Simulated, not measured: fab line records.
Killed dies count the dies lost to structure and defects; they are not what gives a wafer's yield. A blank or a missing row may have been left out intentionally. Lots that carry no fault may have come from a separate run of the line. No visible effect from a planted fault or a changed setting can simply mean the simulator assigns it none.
A lot that was struck, set against a sound lot | flow sky130 | 15 steps out of a route of 708
Sound: the wafers L875.1, L875.3, L875.6. Wafers L885.2, L885.5, L885.6 were the ones struck. At the end, the cause is stated.
Per side, at each step with rows, come the tool, then ch with its chambers, and then its first start. Under that, the readings that differ: sound wafers | struck wafers | difference of the means | sigmas: that difference in standard deviations of wafers without a fault.
alike: readings with means less than 2 such deviations apart, plus words and numbers identical on both sides. not compared: withheld readings, readings lacking a value on some wafer, bounds such as >300 that could conceal the same value, and numbers that have no deviation in the record and whose values overlap.
The two part at a step that has a row with sigmas, a row that says differs or no value, or rows on one side only. Numbers that don't overlap but have no deviation are shown without sigmas and don't part them. Lack of a reading on every wafer of one side parts them only where that side has two or more wafers.

first, 1 step without rows for these wafers: SKY_VT_ADJUST_PCH_IMPLANT_08.
SKY_VT_ADJUST_PCH_STRIP_09: strips in O2/N2.
  sound on plasma-asher-01 ch 0,1, day 10 12:08; struck on plasma-asher-02 ch 0,1, day 13 22:37
  alike: drypump-motor-current-A, n2-flow-sccm, oes-product-au, strip-time-to-endpoint-s
  not compared: rf-hours-counter-h
SKY_VT_ADJUST_PCH_TW_MEAS_10:
  sound on film-metro-03, day 10 12:14; struck on film-metro-01, day 13 22:44
  alike: VT_ADJUST_PCH_TW
then, 7 steps without rows for these wafers: SKY_SONOS_TUNNEL_DEHYDRATE_00 (time 60 s); SKY_SONOS_TUNNEL_HMDS_01 (prime time 60 s); SKY_SONOS_TUNNEL_COAT_02 (resist thk 1140 nm); SKY_SONOS_TUNNEL_SOFTBAKE_03 (time 60 s); SKY_SONOS_TUNNEL_EXPOSE_04 (exposes mask TUNM, target cd 410 nm); SKY_SONOS_TUNNEL_PEB_05; SKY_SONOS_TUNNEL_DEVELOP_06 (develop time 60 s).
SKY_SONOS_TUNNEL_CD_MEAS_07 targets a cd of 410 nm.
  sound on cd-sem-01, day 11 10:12; struck on cd-sem-01, day 15 00:37
  alike: cd-nm
SKY_SONOS_TUNNEL_OVL_MEAS_08:
  sound on overlay-01, day 11 10:19; struck on overlay-02, day 15 00:43
  alike: SONOS_TUNNEL_OVL
SKY_SONOS_TUNNEL_IMPLANT_09:
  sound on implanter-03 ch 0, day 11 10:22; struck on implanter-04 ch 0, day 15 00:46
  reading                   | sound                | struck               | difference | sigmas
  beam-energy-keV           | 19.994 20.007 19.995 | 23.001 22.991 22.999 | +2.998     | +99 or more
  model.implant.rp-nm (nm)  | 65.3 65.3 65.3       | 75.24 75.24 75.24    | +9.94      |
  model.implant.drp-nm (nm) | 28.34 28.34 28.34    | 32.32 32.32 32.32    | +3.98      |
  alike: dose-ions-cm2, end-station-pressure-torr
then, 2 steps without rows for these wafers: SKY_SONOS_TUNNEL_WET_ETCH_10 (etches SiO2 in dHF, target depth 14 nm, time 280 s); SKY_PAD_OPEN_PROBE_99.

== WHERE THEY PART ==
At SKY_SONOS_TUNNEL_IMPLANT_09 and nowhere else, as far as this record goes.

WHY: what the simulator had put in
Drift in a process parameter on implanter-04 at SKY_SONOS_TUNNEL_IMPLANT_09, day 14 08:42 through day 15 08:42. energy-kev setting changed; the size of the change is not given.
